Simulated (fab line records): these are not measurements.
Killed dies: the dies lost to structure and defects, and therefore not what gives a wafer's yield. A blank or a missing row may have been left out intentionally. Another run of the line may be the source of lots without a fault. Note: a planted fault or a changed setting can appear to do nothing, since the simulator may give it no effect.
fab line records	flow gf180mcu
record lots=14	wafers=42	lastDay=34
route steps=602 shown V5@562 TOP_METAL@572 PASSIVATION@598
lots with no fault: from the same line, run without faults
startH: hours from the record's opening day to when the first of the lot's shown wafers began	waitH: how many hours have passed since the lot's step before this one	" repeats the value in the row above	L1.1+2: a single row standing in for several wafers	- either no value or no given start	* or withheld: withheld	< > ~ a bound
route shown NAME@n: NAME is a module with steps in the file, n the number in the route of the first one	usual: the fault-free wafers' mean and standard deviation	same: alike in all rows	chamber/n: place in a boat	sites: readings site by site	_std_site: their standard deviation	_edge_site: outer sites' mean less inner sites'	radiusMm: for every site, how far away it sits from the centre of the wafer	mask NAME#n: copy n	behind: the last tool/chamber to shape the wafer	hold: why the lot was held/for how many hours/how that ended	device: names the non-switching transistor (n, p or np)	end of line: the route-end tests of the same wafers	step lacking rows: just its recipe	killed: at the first sort, the dies lost to defects and structure; wafer yield is something else	map: shows each die of a wafer: x if killed, . if not, _ if none is there
set.NAME: the setting the step ran with; set.NAME@STEP: the setting that earlier step ran with	model.NAME: the simulator's own value behind a step, which no gauge read
a sample of lots followed through the steps of the route, with each step as a table and each wafer as a row
services: when a tool's chamber went out of use (startH, in hours from the record's first day, below 0 if earlier), for how many hours, and the reason
## steps
# step GF_V5_SPUTTER_22
# recipe material=TiN	targetThkNm=10	chamberPressurePa=5	powerW=4000	timeS=40
# usual throttleValvePct=30.1/0.95
lot.wafer	tool	chamber	startH	waitH	throttleValvePct
L167.2	pvdSputter-03	-	629.93	0.0	30.5
L167.3	"	-	"	"	29.7
L167.5	"	-	"	"	29.5
L170.4	pvdSputter-01	-	655.08	0.0	29.9
L170.5	"	-	"	"	30.5
L170.6	"	-	"	"	28.2
L171.3	pvdSputter-01	-	667.80	0.0	29.7
L171.4	"	-	"	"	28.4
L171.5	"	-	"	"	29.7
L173.3	pvdSputter-04	-	678.85	0.0	29.5
L173.4	"	-	"	"	31.5
L173.6	"	-	"	"	30.9
L174.1	pvdSputter-03	-	689.25	0.0	30.4
L174.3	"	-	"	"	29.6
L174.4	"	-	"	"	29.9
L175.3	pvdSputter-01	-	691.81	0.0	31.7
L175.5	"	-	"	"	28.3
L175.6	"	-	"	"	31.6
L176.2	pvdSputter-01	-	695.67	0.0	31.4
L176.3	"	-	"	"	30.6
L176.5	"	-	"	"	30.3
L178.4	pvdSputter-01	-	712.92	0.0	29.5
L178.5	"	-	"	"	28.3
L178.6	"	-	"	"	31.6
L179.1	pvdSputter-01	-	718.25	0.0	29.5
L179.2	"	-	"	"	31.4
L179.5	"	-	"	"	29.4
L180.1	pvdSputter-03	-	724.69	0.0	30.5
L180.3	"	-	"	"	29.8
L180.5	"	-	"	"	30.6
L182.1	pvdSputter-03	-	740.10	0.0	30.4
L182.2	"	-	"	"	30.0
L182.3	"	-	"	"	31.1
L184.3	pvdSputter-01	-	749.03	0.0	28.4
L184.4	"	-	"	"	30.2
L184.6	"	-	"	"	29.4
L187.3	pvdSputter-04	-	768.80	0.0	29.2
L187.4	"	-	"	"	31.1
L187.5	"	-	"	"	29.4
L190.1	pvdSputter-01	-	785.89	0.0	30.3
L190.3	"	-	"	"	31.5
L190.6	"	-	"	"	31.5
# step GF_TOP_METAL_RS_MEAS_05
# recipe thkMeasGauge=four-point-probe	reads=TiN_of_TOP_METAL_SPUTTER_04+Ti_of_TOP_METAL_SPUTTER_03+AlCu_of_TOP_METAL_SPUTTER_02+TiN_of_TOP_METAL_SPUTTER_01+Ti_of_TOP_METAL_SPUTTER_00
# usual TOP_METAL_ALCU_RS=0.0327/0.00043
lot.wafer	tool	chamber	startH	waitH	TOP_METAL_ALCU_RS[ohm/sq]
L167.2	filmMetro-01	-	630.80	0.0	0.0323
L167.3	"	-	"	"	0.0333
L167.5	"	-	"	"	0.0325
L170.4	filmMetro-04	-	655.99	0.1	0.0324
L170.5	"	-	"	"	0.0321
L170.6	"	-	"	"	0.0323
L171.3	filmMetro-02	-	668.69	0.1	0.0324
L171.4	"	-	"	"	0.0324
L171.5	"	-	"	"	0.0319
L173.3	filmMetro-01	-	679.75	0.1	0.0323
L173.4	"	-	"	"	0.0324
L173.6	"	-	"	"	0.0323
L174.1	filmMetro-02	-	690.11	0.0	0.0325
L174.3	"	-	"	"	0.0325
L174.4	"	-	"	"	0.0330
L175.3	filmMetro-02	-	692.70	0.1	0.0333
L175.5	"	-	"	"	0.0332
L175.6	"	-	"	"	0.0329
L176.2	filmMetro-01	-	696.54	0.0	0.0324
L176.3	"	-	"	"	0.0326
L176.5	"	-	"	"	0.0330
L178.4	filmMetro-01	-	713.83	0.1	0.0327
L178.5	"	-	"	"	0.0328
L178.6	"	-	"	"	0.0330
L179.1	filmMetro-04	-	719.10	0.0	0.0330
L179.2	"	-	"	"	0.0332
L179.5	"	-	"	"	0.0329
L180.1	filmMetro-02	-	725.54	0.0	0.0323
L180.3	"	-	"	"	0.0321
L180.5	"	-	"	"	0.0323
L182.1	filmMetro-04	-	740.95	0.0	0.0333
L182.2	"	-	"	"	0.0330
L182.3	"	-	"	"	0.0332
L184.3	filmMetro-04	-	749.93	0.1	0.0327
L184.4	"	-	"	"	0.0327
L184.6	"	-	"	"	0.0327
L187.3	filmMetro-04	-	769.69	0.1	0.0325
L187.4	"	-	"	"	0.0327
L187.5	"	-	"	"	0.0321
L190.1	filmMetro-04	-	786.75	0.0	0.0332
L190.3	"	-	"	"	0.0329
L190.6	"	-	"	"	0.0335
# step GF_TOP_METAL_METAL_ETCH_16
# recipe chemistry=Cl2/BCl3	maskMaterial=NOVOLAK	targetDepthNm=1197	stopOn=SiO2	pressureMtorr=8.358	icpW=800	biasW=140	Cl2_flow_sccm=80	bcl3FlowSccm=40	timeS=199.5
# usual drypumpMotorCurrentA=6.0/0.61	oesProductAu=0.991/0.007	rfFwdPowerW=797.7/2.5	throttleValvePct=27.535/0.0099
lot.wafer	tool	chamber	startH	waitH	drypumpMotorCurrentA	oesProductAu	rfFwdPowerW	rfHoursCounterH	throttleValvePct
L167.2	rieMetal-02	1	650.39	0.0	6.1	0.993	798.9	9	27.546
L167.3	"	0	"	"	6.1	0.996	798.4	-	27.529
L167.5	"	0	"	"	6.1	0.993	798.0	-	27.545
L170.4	rieMetal-01	1	675.22	0.1	6.4	0.971	799.8	-	27.566
L170.5	"	0	"	"	5.8	0.983	793.6	-	27.536
L170.6	"	1	"	"	6.4	0.976	799.3	-	27.543
L171.3	rieMetal-02	1	688.05	0.1	6.2	0.999	795.6	-	27.531
L171.4	"	0	"	"	6.1	0.994	797.7	-	27.550
L171.5	"	0	"	"	6.1	0.994	798.8	-	27.540
L173.3	rieMetal-02	0	698.26	0.1	6.1	0.995	798.7	-	27.532
L173.4	"	1	"	"	6.1	1.000	798.0	-	27.539
L173.6	"	1	"	"	6.1	0.994	796.2	-	27.524
L174.1	rieMetal-02	0	709.24	0.0	6.1	1.002	797.6	6	27.537
L174.3	"	1	"	"	6.1	0.997	795.1	-	27.530
L174.4	"	0	"	"	6.1	0.988	796.6	-	27.527
L175.3	rieMetal-01	1	711.55	0.1	6.4	0.972	797.0	-	27.542
L175.5	"	0	"	"	5.8	1.001	796.5	-	27.531
L175.6	"	1	"	"	6.4	0.996	797.3	-	27.533
L176.2	rieMetal-01	0	714.79	0.0	5.8	0.986	799.3	10	27.534
L176.3	"	0	"	"	5.8	0.991	794.1	-	27.514
L176.5	"	1	"	"	6.4	0.990	798.3	-	27.529
L178.4	rieMetal-03	1	731.85	0.1	6.7	0.991	802.2	-	27.531
L178.5	"	0	"	"	4.8	0.991	798.2	-	27.523
L178.6	"	1	"	"	6.7	0.990	800.4	-	27.532
L179.1	rieMetal-03	1	736.39	0.0	6.6	0.998	799.5	12	27.553
L179.2	"	0	"	"	4.8	0.995	795.7	8	27.531
L179.5	"	1	"	"	6.6	0.995	797.4	-	27.542
L180.1	rieMetal-02	1	743.33	0.0	6.1	0.985	800.1	12	27.537
L180.3	"	1	"	"	6.1	0.989	795.5	-	27.545
L180.5	"	1	"	"	6.1	0.995	797.3	-	27.546
L182.1	rieMetal-03	1	757.29	0.0	6.7	0.994	800.3	13	27.535
L182.2	"	0	"	"	4.8	0.987	794.5	9	27.532
L182.3	"	0	"	"	4.8	0.994	794.1	-	27.538
L184.3	rieMetal-03	1	766.05	0.1	6.7	0.989	798.7	-	27.544
L184.4	"	0	"	"	4.8	0.994	796.3	-	27.540
L184.6	"	0	"	"	4.8	0.990	798.9	-	27.523
L187.3	rieMetal-02	0	784.92	0.1	6.1	1.001	796.4	-	27.537
L187.4	"	1	"	"	6.1	0.994	796.4	-	27.544
L187.5	"	1	"	"	6.1	1.004	794.8	-	27.523
L190.1	rieMetal-01	1	801.88	0.0	6.4	0.985	798.4	7	27.523
L190.3	"	0	"	"	5.9	0.994	797.6	-	27.545
L190.6	"	0	"	"	5.8	0.994	799.5	-	27.533
# step GF_PASSIVATION_ETCH_11
# recipe chemistry=CF4/O2	targetDepthNm=2040	stopOn=TiN	sourceW=800	biasW=150	pressureMtorr=150	cf4FlowSccm=80	O2_flow_sccm=10	timeS=453.3
# usual drypumpMotorCurrentA=5.45/0.29	oesProductAu=0.991/0.0061	rfFwdPowerW=798.8/2.5	throttleValvePct=5.968/0.0091
lot.wafer	tool	chamber	startH	waitH	drypumpMotorCurrentA	oesProductAu	rfFwdPowerW	rfHoursCounterH	throttleValvePct
L167.2	rieDiel-04	2	670.75	-	5.62	0.996	800.4	40	5.957
L167.3	"	3	"	"	5.85	0.997	801.1	2	5.974
L167.5	"	3	"	"	5.83	0.992	800.0	-	5.986
L170.4	rieDiel-04	3	695.00	-	5.88	0.984	798.9	3	5.957
L170.5	"	0	"	"	5.50	0.990	804.5	-	5.975
L170.6	"	3	"	"	5.87	0.986	798.9	-	5.953
L171.3	rieDiel-03	1	708.18	-	4.72	0.995	797.7	27	5.954
L171.4	"	3	"	"	5.36	0.989	798.3	15	5.963
L171.5	"	0	"	"	5.28	0.991	802.7	-	5.953
L173.3	rieDiel-03	3	717.30	-	5.33	1.005	798.9	16	5.957
L173.4	"	0	"	"	5.30	0.989	799.7	7	5.965
L173.6	"	1	"	"	4.77	0.998	800.1	-	5.978
L174.1	rieDiel-04	2	727.05	-	5.63	0.987	797.2	42	5.965
L174.3	"	0	"	"	5.53	0.986	800.6	10	5.983
L174.4	"	3	"	"	5.83	0.990	804.9	4	5.965
L175.3	rieDiel-01	0	730.00	-	5.45	0.979	797.6	1	5.968
L175.5	"	2	"	"	5.57	0.988	796.4	-	5.952
L175.6	"	3	"	"	5.85	0.992	801.1	-	5.972
L176.2	rieDiel-01	3	733.15	-	5.77	1.001	797.6	2	5.972
L176.3	"	0	"	"	5.43	0.990	798.1	1	5.955
L176.5	"	1	"	"	5.51	0.997	801.7	-	5.969
L178.4	rieDiel-04	1	750.08	-	5.77	0.999	796.4	26	5.965
L178.5	"	0	"	"	5.57	0.999	804.6	-	5.971
L178.6	"	3	"	"	5.82	0.989	797.4	-	5.990
L179.1	rieDiel-03	1	753.50	-	4.78	1.001	798.6	30	5.979
L179.2	"	0	"	"	5.31	0.984	800.4	9	5.968
L179.5	"	1	"	"	4.77	0.990	802.2	-	5.966
L180.1	rieDiel-03	1	760.93	-	4.79	0.992	801.2	30	5.970
L180.3	"	2	"	"	5.33	0.996	795.4	1	5.974
L180.5	"	1	"	"	4.80	0.995	803.6	-	5.977
L182.1	rieDiel-04	1	774.03	-	5.74	0.996	797.2	27	5.965
L182.2	"	2	"	"	5.61	0.984	797.8	44	5.969
L182.3	"	0	"	"	5.53	0.998	797.7	12	5.956
L184.3	rieDiel-01	2	782.13	-	5.52	0.912	668.7	17	5.958
L184.4	"	3	"	"	5.78	0.930	668.8	5	5.937
L184.6	"	2	"	"	5.52	0.914	668.2	-	5.943
L187.3	rieDiel-01	3	800.83	-	5.79	0.924	670.4	5	5.947
L187.4	"	0	"	"	5.44	0.922	669.8	4	5.961
L187.5	"	2	"	"	5.51	0.905	667.5	-	5.940
L190.1	rieDiel-04	1	817.45	-	5.74	0.988	804.1	30	5.955
L190.3	"	0	"	"	5.55	0.994	799.0	15	5.971
L190.6	"	1	"	"	5.77	0.996	800.9	-	5.942
# step GF_PASSIVATION_STRIP_12
# recipe chemistry=O2/N2	powerW=1447	pressureMtorr=1500	platenTempC=250	o2FlowSccm=3000	n2FlowSccm=300	overashFraction=0.5
# usual drypumpMotorCurrentA=5.85/0.21	heaterPowerW=327/36	oesProductAu=0.733/0.0048	stripTimeToEndpointS=32.01/0.27
lot.wafer	tool	chamber	startH	waitH	drypumpMotorCurrentA	heaterPowerW	oesProductAu	rfHoursCounterH	stripTimeToEndpointS
L167.2	plasmaAsher-03	0	671.02	0.1	5.69	327	0.734	104	32.03
L167.3	"	1	"	"	5.89	341	0.735	-	31.69
L167.5	"	1	"	"	5.89	353	0.730	-	32.01
L170.4	plasmaAsher-03	1	695.30	0.2	5.87	332	0.737	-	31.85
L170.5	"	1	"	"	5.91	335	0.734	-	32.12
L170.6	"	0	"	"	5.68	329	0.733	-	32.00
L171.3	plasmaAsher-02	0	708.48	0.2	6.16	323	0.735	-	31.90
L171.4	"	1	"	"	5.85	256	0.732	-	31.95
L171.5	"	0	"	"	6.17	335	0.740	-	32.22
L173.3	plasmaAsher-03	1	717.60	0.2	5.87	342	0.732	-	31.60
L173.4	"	0	"	"	5.68	332	0.735	-	32.28
L173.6	"	0	"	"	5.70	326	0.727	-	32.00
L174.1	plasmaAsher-02	0	727.32	0.1	6.13	329	0.726	69	32.04
L174.3	"	0	"	"	6.14	330	0.741	-	32.17
L174.4	"	1	"	"	5.82	248	0.730	-	31.75
L175.3	plasmaAsher-01	0	730.30	0.2	6.07	381	0.736	-	31.94
L175.5	"	0	"	"	6.02	373	0.722	-	32.21
L175.6	"	1	"	"	5.50	353	0.729	-	31.90
L176.2	plasmaAsher-03	1	733.42	0.1	5.89	344	0.738	110	31.69
L176.3	"	1	"	"	5.90	345	0.723	-	31.77
L176.5	"	0	"	"	5.66	331	0.735	-	32.21
L178.4	plasmaAsher-03	1	750.38	0.2	5.88	350	0.741	-	32.18
L178.5	"	1	"	"	5.89	337	0.743	-	32.08
L178.6	"	0	"	"	5.68	321	0.726	-	32.15
L179.1	plasmaAsher-03	1	753.76	0.1	5.91	342	0.742	1	31.64
L179.2	"	0	"	"	5.67	321	0.732	1	32.19
L179.5	"	1	"	"	5.88	341	0.733	-	31.79
L180.1	plasmaAsher-01	1	761.20	0.1	5.50	347	0.728	37	31.94
L180.3	"	0	"	"	6.08	385	0.729	-	31.90
L180.5	"	1	"	"	5.47	356	0.735	-	31.97
L182.1	plasmaAsher-03	1	774.30	0.1	5.88	345	0.732	3	32.18
L182.2	"	0	"	"	5.69	325	0.737	3	32.45
L182.3	"	1	"	"	5.90	351	0.739	-	32.20
L184.3	plasmaAsher-02	1	782.43	0.2	5.82	255	0.736	-	34.42
L184.4	"	0	"	"	6.15	321	0.728	-	33.96
L184.6	"	0	"	"	6.16	329	0.730	-	34.19
L187.3	plasmaAsher-03	1	801.13	0.2	5.89	341	0.736	-	33.87
L187.4	"	0	"	"	5.68	318	0.739	-	33.86
L187.5	"	1	"	"	5.89	344	0.734	-	34.30
L190.1	plasmaAsher-02	1	817.71	0.1	5.83	247	0.736	79	32.03
L190.3	"	0	"	"	6.18	336	0.728	-	32.33
L190.6	"	1	"	"	5.82	256	0.730	-	31.99
## services
tool	chamber	startH	hours	kind
plasmaAsher-03	-	627.54	2.7	repair
rieMetal-01	0	634.04	1.0	repair
rieMetal-03	-	638.69	10.0	pm
rieDiel-04	1	641.56	8.8	repair
rieDiel-01	-	645.14	0.7	repair
plasmaAsher-03	-	646.85	4.4	repair
pvdSputter-03	-	648.71	19.1	repair
rieMetal-01	0	651.83	10.6	repair
plasmaAsher-02	-	663.91	2.8	pm
rieMetal-03	-	674.86	0.8	repair
rieDiel-03	0	684.39	13.4	repair
rieDiel-01	-	713.16	0.1	repair
rieDiel-01	1	718.73	4.1	repair
plasmaAsher-03	-	733.75	9.0	pm
plasmaAsher-03	0	733.75	9.0	ventCycle
plasmaAsher-03	1	733.75	9.0	ventCycle
pvdSputter-04	-	736.32	4.5	repair
plasmaAsher-03	0	742.75	-	clean
plasmaAsher-03	1	742.75	-	clean
rieDiel-03	2	751.56	7.0	repair
rieDiel-04	3	755.66	24.8	repair
pvdSputter-01	-	761.53	4.6	repair
plasmaAsher-03	-	780.03	2.2	repair
pvdSputter-04	-	790.22	1.3	repair
## key
firstSign step=GF_PASSIVATION_ETCH_11	reading=rfFwdPowerW	direction=down	sigmas=52	usual=798.8	struck=668.9
effect step=GF_PASSIVATION_ETCH_11	reading=oesProductAu	direction=down	sigmas=12	usual=0.991	struck=0.918
effect step=GF_PASSIVATION_STRIP_12	reading=stripTimeToEndpointS	direction=up	sigmas=7.7	usual=*	struck=*
metAt GF_PASSIVATION_ETCH_11
struckLots L184,L187
laterRowsLeftOut L187.5
sortLeftOut L187.3,L187.4,L187.5
notActingAt GF_V5_SPUTTER_22,GF_TOP_METAL_RS_MEAS_05,GF_TOP_METAL_METAL_ETCH_16
onsetBetween 733.15 782.13
fault kind=processParameterDrift	tool=rieDiel-01	chamber=-	onsetH=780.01	steps=GF_PASSIVATION_ETCH_11	channel=sourceW	offset=-128	shape=step	endH=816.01	actsIn=theseRecipesOnly	stated=800
# sortLeftOut: the simulated sort isn't trusted on such a fault, so these wafers' sort isn't shown, and their yield isn't known
# laterRowsLeftOut: the simulator's readings of these wafers behind a module that went badly wrong aren't trusted and aren't shown, but for the sort
